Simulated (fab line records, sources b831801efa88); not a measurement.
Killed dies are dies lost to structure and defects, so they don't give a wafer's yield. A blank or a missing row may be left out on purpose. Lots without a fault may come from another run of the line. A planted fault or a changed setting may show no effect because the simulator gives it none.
A struck lot beside a sound one | flow sky130 | 15 steps out of a route of 708
Sound: wafers L706.1, L706.3, L706.5. Struck: wafers L720.4, L720.5, L720.6. The cause comes at the end.
At each step with rows: each side's tool, then ch and its chambers, then its first start. Under that, the readings that differ: sound wafers | struck wafers | difference of the means | sigmas: that difference in standard deviations of wafers without a fault.
alike: readings whose means differ by less than 2 such deviations, and words and numbers that are the same on both sides. not compared: withheld readings, readings that some wafer has no value for, bounds like >300 that may hide the same value, and numbers for which the record gives no deviation and whose values overlap.
The two part at a step that has a row with sigmas, a row that says differs or no value, or rows on one side only. Numbers that don't overlap but have no deviation are shown without sigmas and don't part them. A reading that every wafer of one side lacks parts them only if that side has two wafers or more.

SKY_CONTACT_ETCH_16: etches BARC in N2/H2, stops on SiO2, time 45.9 s, target depth 60 nm.
  sound on rie_diel-02 ch 0,3, day 33 21:38; struck on rie_diel-04 ch 0,1,2, day 38 03:47
  alike: drypump_motor_current_A, oes_product_au, throttle_valve_pct
  not compared: rf_hours_counter_h
SKY_CONTACT_ETCH_17: etches SiO2 in C4F8/O2/Ar, stops on Si3N4, target depth 340 nm.
  sound on rie_diel-02 ch 0,3, day 33 21:40; struck on rie_diel-04 ch 0,1,2, day 38 03:49
  alike: oes_product_au
then, 1 step without rows for these wafers: SKY_CONTACT_ETCH_18 (etches Si3N4 in CHF3/O2, stops on TiN, time 39 s, target depth 75 nm).
SKY_CONTACT_STRIP_19: strips in O2/N2.
  sound on plasma_asher-02 ch 0,1, day 33 21:46; struck on plasma_asher-02 ch 0,1, day 38 03:57
  alike: drypump_motor_current_A, oes_product_au, strip_time_to_endpoint_s
  not compared: rf_hours_counter_h
then, 4 steps without rows for these wafers: SKY_CONTACT_STRIP_20 (strips in post etch residue remover, time 1200 s); SKY_CONTACT_CLEAN_21 (cleans in IPA, time 180 s); SKY_CONTACT_CLEAN_22 (cleans in O3/DIW); SKY_CONTACT_SPUTTER_23 (material TiN, target thk 20 nm, time 80 s).
SKY_CONTACT_CVD_24: deposits W, target thk 340 nm, time 102.12 s.
  sound on cvd_w-02 ch 0, day 33 22:25; struck on cvd_w-01 ch 0,1, day 38 04:38
  alike: heater_power_w
SKY_CONTACT_RS_MEAS_25: measures by four-point-probe.
  sound on film_metro-01, day 33 22:31; struck on film_metro-02, day 38 04:46
  alike: CONTACT_W_RS
SKY_CONTACT_THK_MEAS_26: measures by xrf.
  sound on film_metro-01, day 33 22:38; struck on film_metro-02, day 38 04:52
  alike: CONTACT_W_THK
then, 1 step without rows for these wafers: SKY_CONTACT_CMP_27 (polishes, stops on SiO2, t overpolish 15 s, target thk 0 nm).
SKY_METAL1_SPUTTER_00: material Ti, target thk 15 nm, time 10 s.
  sound on pvd_sputter-02, day 33 23:00; struck on pvd_sputter-01, day 38 05:11
  no value came back on the struck wafers for cathode_dc_power_W (W), chamber_pressure_pa (Pa), throttle_valve_pct (%); on the sound wafers cathode_dc_power_W (W) reads 3000.1 2999.5 3000.2
SKY_METAL1_SPUTTER_01: material TiN, target thk 20 nm, time 16.7 s.
  sound on pvd_sputter-02, day 33 23:01; struck on pvd_sputter-01, day 38 05:13
  alike: cathode_dc_power_W, chamber_pressure_pa, throttle_valve_pct
-- the record jumps here: 12 days lie between the struck wafers' starts before and after (it left off in module METAL1 and takes up again in module PAD_OPEN, whose first step shown is number 708 of the route) --
SKY_PAD_OPEN_PROBE_99:
  sound on prober-01, day 47 11:32; struck on prober-01, day 50 15:04
  reading                       | sound             | struck            | difference | sigmas
  killed_at_other               | 1 3 1             | 0 0 0             | -2         | -3
  model.etest.mcon_chain.rc_ohm | 16.48 16.73 16.57 | 18.98 18.19 17.91 | +1.77      |
  alike: defect_limited_yield, killed_at_M0_to_M3, killed_at_M4_up, killed_at_contacts, killed_at_front_end, killed_dies, killed_open, killed_short, sort_bin_3_pad_short, sort_bin_5_function, sort_bin_6_memory, sort_n_pass, sort_yield_pct

WHERE THEY PART
First at SKY_METAL1_SPUTTER_00; last, within this record, at SKY_PAD_OPEN_PROBE_99.

WHY: what the simulator had put in
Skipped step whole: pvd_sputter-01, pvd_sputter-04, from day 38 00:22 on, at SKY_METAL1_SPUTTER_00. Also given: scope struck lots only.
